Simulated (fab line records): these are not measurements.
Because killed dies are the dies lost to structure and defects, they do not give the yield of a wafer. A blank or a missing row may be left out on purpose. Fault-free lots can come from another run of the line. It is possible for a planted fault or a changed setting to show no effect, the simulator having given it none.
fab line records	flow gf180mcu	part 2 of 2: steps 33 to 44 of 44
[record] lots = 5	wafers = 15	last_day = 34
route steps=602 shown DUAL_GATE@154 POLY_GATE@157 HV_LDD@176
lots untouched by any fault: they come from a run of this same line in which no faults occurred
start_h: hours from the record's opening day to when the first of the lot's shown wafers began	wait_h: hours since the lot's step before	" unchanged from the row above	L1.1+2: several wafers, shown together as one row	- no value, or no start given	* or withheld: withheld	< > ~ a bound
route shown NAME@n: names a module that has steps shown in the file, with the first one's number in the route	usual: mean/standard deviation of fault-free wafers	same: alike in all rows	chamber/n: place in a boat	sites: readings site by site	_std_site: standard deviation of those values	_edge_site: mean of outer sites minus mean of inner sites	radius_mm: how far each site lies from the wafer's centre	mask NAME#n: copy n	behind: tool/chamber where the wafer was last shaped	hold: cause of the lot's hold/its duration in hours/its outcome	device: names the non-switching transistor (n, p or np)	end of line: the tests these same wafers got at the end of their route	a step given without rows: its recipe and nothing more	killed: count of dies lost to structure and defects at first sort (not the wafer's yield)	map: a wafer's dies, x killed, . not, _ none there
set.NAME: the run value of the setting; set.NAME@STEP: its run value at that earlier step	model.NAME: the simulator's own value behind a step, which no gauge read
lots at selected steps of the route; one table per step, one row per wafer
services: the hour from which a tool's chamber was out of use, counted from the record's first day as start_h (under 0 if before that day), plus the number of hours and why
[[steps]]
[step GF_HV_LDD_STRIP_10]
[recipe] chemistry = O2/N2	power_w = 1400	pressure_mtorr = 1500	platen_temp_c = 250	o2_flow_sccm = 3000	n2_flow_sccm = 300	overash_fraction = 0.5
[usual] drypump_motor_current_A = 5.9/0.32	heater_power_w = 341/31	oes_product_au = 0.716/0.0044	platen_temp_c = 249.99/0.16	strip_time_to_endpoint_s = 12.63/0.037
lot.wafer	tool	chamber	start_h	wait_h	drypump_motor_current_A	heater_power_w	oes_product_au	platen_temp_c	rf_hours_counter_h	strip_time_to_endpoint_s
L078.3	plasma_asher-01	1	249.49	0.1	5.4	379	0.715	249.92	-	12.62
L078.5	"	0	"	"	5.8	292	0.715	249.96	-	12.63
L078.6	"	1	"	"	5.4	374	0.720	250.13	-	12.64
L080.1	plasma_asher-03	1	263.70	0.1	6.4	387	0.716	249.80	16	12.62
L080.2	"	0	"	"	5.8	333	0.719	249.70	16	12.63
L080.6	"	0	"	"	5.7	333	0.723	249.98	-	12.63
L088.2	plasma_asher-03	0	321.98	0.1	5.7	327	0.716	249.86	22	12.61
L088.3	"	0	"	"	5.7	339	0.718	249.78	-	12.62
L088.4	"	1	"	"	6.4	375	0.715	250.19	-	12.60
L092.2	plasma_asher-04	0	356.33	0.1	5.8	347	0.716	249.97	72	12.57
L092.4	"	0	"	"	5.8	348	0.708	249.79	-	12.60
L092.6	"	0	"	"	5.8	345	0.715	250.10	-	12.57
L093.1	plasma_asher-01	1	372.16	0.1	5.4	369	0.716	250.38	71	12.64
L093.4	"	0	"	"	5.9	296	0.714	249.61	-	12.68
L093.6	"	0	"	"	5.8	297	0.718	249.95	-	12.64
[step GF_HV_LDD_TW_MEAS_11]
[usual] HV_LDD_TW = 2409/19
lot.wafer	tool	chamber	start_h	wait_h	HV_LDD_TW
L078.3	film_metro-04	-	249.58	0.1	2393
L078.5	"	-	"	"	2376
L078.6	"	-	"	"	2381
L080.1	film_metro-03	-	263.80	0.1	2438
L080.2	"	-	"	"	2426
L080.6	"	-	"	"	2425
L088.2	film_metro-04	-	322.09	0.1	2390
L088.3	"	-	"	"	2375
L088.4	"	-	"	"	2382
L092.2	film_metro-03	-	356.44	0.1	2429
L092.4	"	-	"	"	2433
L092.6	"	-	"	"	2428
L093.1	film_metro-04	-	372.26	0.1	2372
L093.4	"	-	"	"	2371
L093.6	"	-	"	"	2381
[step GF_HV_LDD_DEHYDRATE_12]
[recipe] temp_c = 200	time_s = 60
lot.wafer	tool	chamber	start_h	wait_h
L078.3+5+6	litho_track-04	0	258.72	9.1
L080.1+2+6	litho_track-01	0	272.80	9.0
L088.2+3+4	litho_track-01	0	331.48	9.4
L092.2+4+6	litho_track-01	0	366.33	9.9
L093.1+4+6	litho_track-03	0	381.94	9.7
[step GF_HV_LDD_HMDS_13]
[recipe] prime_time_s = 60	prime_temp_c = 120
lot.wafer	tool	chamber	start_h	wait_h
L078.3+5+6	litho_track-04	0	258.87	0.1
L080.1+2+6	litho_track-01	0	272.95	0.1
L088.2+3+4	litho_track-01	0	331.63	0.1
L092.2+4+6	litho_track-01	0	366.48	0.1
L093.1+4+6	litho_track-03	0	382.09	0.1
[step GF_HV_LDD_COAT_14]
[recipe] resist = NOVOLAK	spin_rpm = 3000	resist_thk_nm = 1000
lot.wafer	tool	chamber	start_h	wait_h
L078.3+5+6	litho_track-04	0	259.02	0.1
L080.1+2+6	litho_track-01	0	273.10	0.1
L088.2+3+4	litho_track-01	0	331.78	0.1
L092.2+4+6	litho_track-01	0	366.63	0.1
L093.1+4+6	litho_track-03	0	382.24	0.1
[step GF_HV_LDD_SOFTBAKE_15]
[recipe] temp_c = 90	time_s = 60	resist = NOVOLAK
lot.wafer	tool	chamber	start_h	wait_h
L078.3+5+6	litho_track-04	0	259.17	0.1
L080.1+2+6	litho_track-01	0	273.25	0.1
L088.2+3+4	litho_track-01	0	331.93	0.1
L092.2+4+6	litho_track-01	0	366.78	0.1
L093.1+4+6	litho_track-03	0	382.39	0.1
[step GF_HV_LDD_EXPOSE_16]
[recipe] mask_id = Pplus_LV_AREA	target_cd_nm = 400	na = 0.6	source_shape = conventional	sigma_outer = 0.6	dose_mj = 140
[usual] stage_vel_mm_s = 500.05/0.24
[same] sigma_outer = 0.6
lot.wafer	tool	chamber	start_h	wait_h	mask	stage_vel_mm_s
L078.3	iline_stepper-02	0	-	-	Pplus_LV_AREA#0	499.84
L078.5	"	0	"	"	Pplus_LV_AREA#0	500.41
L078.6	"	0	"	"	Pplus_LV_AREA#0	500.13
L080.1	iline_stepper-01	0	-	-	Pplus_LV_AREA#0	500.58
L080.2	"	0	"	"	Pplus_LV_AREA#0	500.11
L080.6	"	0	"	"	Pplus_LV_AREA#0	500.15
L088.2	iline_stepper-02	0	-	-	Pplus_LV_AREA#0	499.99
L088.3	"	0	"	"	Pplus_LV_AREA#0	500.08
L088.4	"	0	"	"	Pplus_LV_AREA#0	500.49
L092.2	iline_stepper-01	0	-	-	Pplus_LV_AREA#0	500.13
L092.4	"	0	"	"	Pplus_LV_AREA#0	500.02
L092.6	"	0	"	"	Pplus_LV_AREA#0	500.17
L093.1	iline_stepper-02	0	-	-	Pplus_LV_AREA#0	500.48
L093.4	"	0	"	"	Pplus_LV_AREA#0	500.14
L093.6	"	0	"	"	Pplus_LV_AREA#0	500.10
[step GF_HV_LDD_PEB_17]
[recipe] temp_c = withheld	time_s = *	resist = NOVOLAK
lot.wafer	tool	chamber	start_h	wait_h
L078.3+5+6	litho_track-04	0	-	-
L080.1+2+6	litho_track-03	0	-	-
L088.2+3+4	litho_track-03	0	-	-
L092.2+4+6	litho_track-01	0	-	-
L093.1+4+6	litho_track-04	0	-	-
[step GF_HV_LDD_DEVELOP_18]
[recipe] develop_time_s = 60	dev_temp_c = 23
lot.wafer	tool	chamber	start_h	wait_h
L078.3+5+6	litho_track-04	0	269.27	0.1
L080.1+2+6	litho_track-03	0	283.45	0.1
L088.2+3+4	litho_track-03	0	341.32	0.1
L092.2+4+6	litho_track-01	0	377.63	0.1
L093.1+4+6	litho_track-04	0	393.97	0.1
[step GF_HV_LDD_CD_MEAS_19]
[recipe] target_cd_nm = 400
[usual] cd_nm = 400.0/2.4
lot.wafer	tool	chamber	start_h	wait_h	cd_nm
L078.3	cd_sem-01	-	269.41	0.1	399.8
L078.5	"	-	"	"	400.0
L078.6	"	-	"	"	400.7
L080.1	cd_sem-02	-	283.60	0.1	400.0
L080.2	"	-	"	"	401.0
L080.6	"	-	"	"	400.9
L088.2	cd_sem-01	-	341.47	0.1	400.4
L088.3	"	-	"	"	400.4
L088.4	"	-	"	"	400.4
L092.2	cd_sem-01	-	377.77	0.1	402.1
L092.4	"	-	"	"	400.1
L092.6	"	-	"	"	401.7
L093.1	cd_sem-02	-	394.12	0.1	400.2
L093.4	"	-	"	"	399.0
L093.6	"	-	"	"	400.0
[step GF_HV_LDD_OVL_MEAS_20]
[usual] HV_LDD_01_OVL = 0.6/1.5
lot.wafer	tool	chamber	start_h	wait_h	HV_LDD_01_OVL[nm]
L078.3	overlay-01	-	269.50	0.1	1.7
L078.5	"	-	"	"	2.1
L078.6	"	-	"	"	2.4
L080.1	overlay-01	-	283.72	0.1	0.1
L080.2	"	-	"	"	0.1
L080.6	"	-	"	"	0.6
L088.2	overlay-01	-	341.57	0.1	0.9
L088.3	"	-	"	"	1.8
L088.4	"	-	"	"	-0.9
L092.2	overlay-02	-	377.88	0.1	-1.8
L092.4	"	-	"	"	-0.6
L092.6	"	-	"	"	-1.9
L093.1	overlay-01	-	394.24	0.1	2.0
L093.4	"	-	"	"	3.1
L093.6	"	-	"	"	1.9
[step GF_HV_LDD_IMPLANT_21]
[recipe] species = BF2	energy_kev = 25	dose_cm2 = 5e+13	tilt_deg = 7
lot.wafer	tool	chamber	start_h	wait_h
L078.3+5+6	implanter-02	0	269.58	0.1
L080.1+2+6	implanter-01	0	283.75	0.0
L088.2+3+4	implanter-01	0	341.63	0.0
L092.2+4+6	implanter-02	0	377.93	0.0
L093.1+4+6	implanter-01	0	394.28	0.0
[[services]]
tool	chamber	start_h	hours	kind
plasma_asher-01	-	189.27	4.0	repair
krf_scanner-02	-	193.08	3.6	pm
krf_scanner-02	-	207.19	0.8	pm
krf_scanner-02	-	218.40	3.3	repair
rie_si-02	-	219.10	0.2	repair
krf_scanner-02	-	235.55	1.3	pm
furnace-01	-	238.14	2.3	repair
plasma_asher-03	-	240.12	0.8	repair
krf_scanner-02	-	241.88	1.0	pm
iline_stepper-02	-	246.58	7.0	repair
plasma_asher-03	-	268.58	0.4	repair
iline_stepper-01	-	268.60	1.7	pm
furnace-01	-	280.32	1.6	pm
furnace-01	-	281.89	4.2	pm
plasma_asher-01	-	282.28	2.1	repair
implanter-01	-	295.83	2.7	pm
rie_si-02	3	303.26	2.3	repair
iline_stepper-02	-	315.87	2.1	pm
iline_stepper-02	-	326.89	2.1	repair
iline_stepper-02	-	359.91	4.4	pm
krf_scanner-02	-	361.00	0.7	repair
iline_stepper-02	-	365.29	4.8	repair
iline_stepper-01	-	371.50	1.3	repair
iline_stepper-02	-	384.96	2.5	repair
